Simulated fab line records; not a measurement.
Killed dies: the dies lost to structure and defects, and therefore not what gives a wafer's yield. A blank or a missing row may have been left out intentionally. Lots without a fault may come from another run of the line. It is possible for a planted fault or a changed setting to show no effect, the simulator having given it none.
Matching of chambers | flow sky130 | 4 sister chambers for SKY_VIA2_CMP_24 on cmp-01
The step polishes, stops on SiO2, t overpolish 20 s, target thk 0 nm. 4 wafers are shown with their chamber, then 8 later ones without.

## WAFERS WITH THEIR CHAMBER
wafer  | chamber | motor current A (A)
L773.4 | 0       | 11.0
L774.1 | 1       | 9.2
L774.5 | 3       | 12.4
L776.3 | 2       | 11.9

## WAFERS MISSING THEIR CHAMBER
wafer  | motor current A (A)
L776.5 | 9.0
L776.6 | 11.6
L783.1 | 11.3
L783.3 | 9.1
L783.6 | 10.7
L786.2 | 11.1
L786.4 | 12.9
L786.5 | 10.7

## EACH ONE'S CHAMBER
wafer  | from the rows above          | in truth
L776.5 | 1                            | 1
L776.6 | can't be placed: 2 or 0 or 3 | 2
L783.1 | can't be placed: 0 or 2      | 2
L783.3 | 1                            | 1
L783.6 | 0                            | 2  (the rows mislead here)
L786.2 | 0                            | 0
L786.4 | can't be placed: 3 or 2      | 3
L786.5 | 0                            | 0
Correctly placed: 4 of 8. From these rows, 3 cannot be placed; in 3 the true chamber is one of the candidates. Number placed wrongly: 1.
How it was worked out, from the rows above alone: a wafer's distance from a chamber is the root of the sum, over the readings, of the square of ((its reading less the chamber's mean) divided by the reading's scatter). If the next closest chamber is less than 2 further off than the closest, the wafer can't be placed; otherwise it belongs to the closest. A chamber's mean is the mean of its shown wafers. The scatter: root of mean squared gap, hidden wafer to nearest shown wafer, with one shown wafer a chamber.
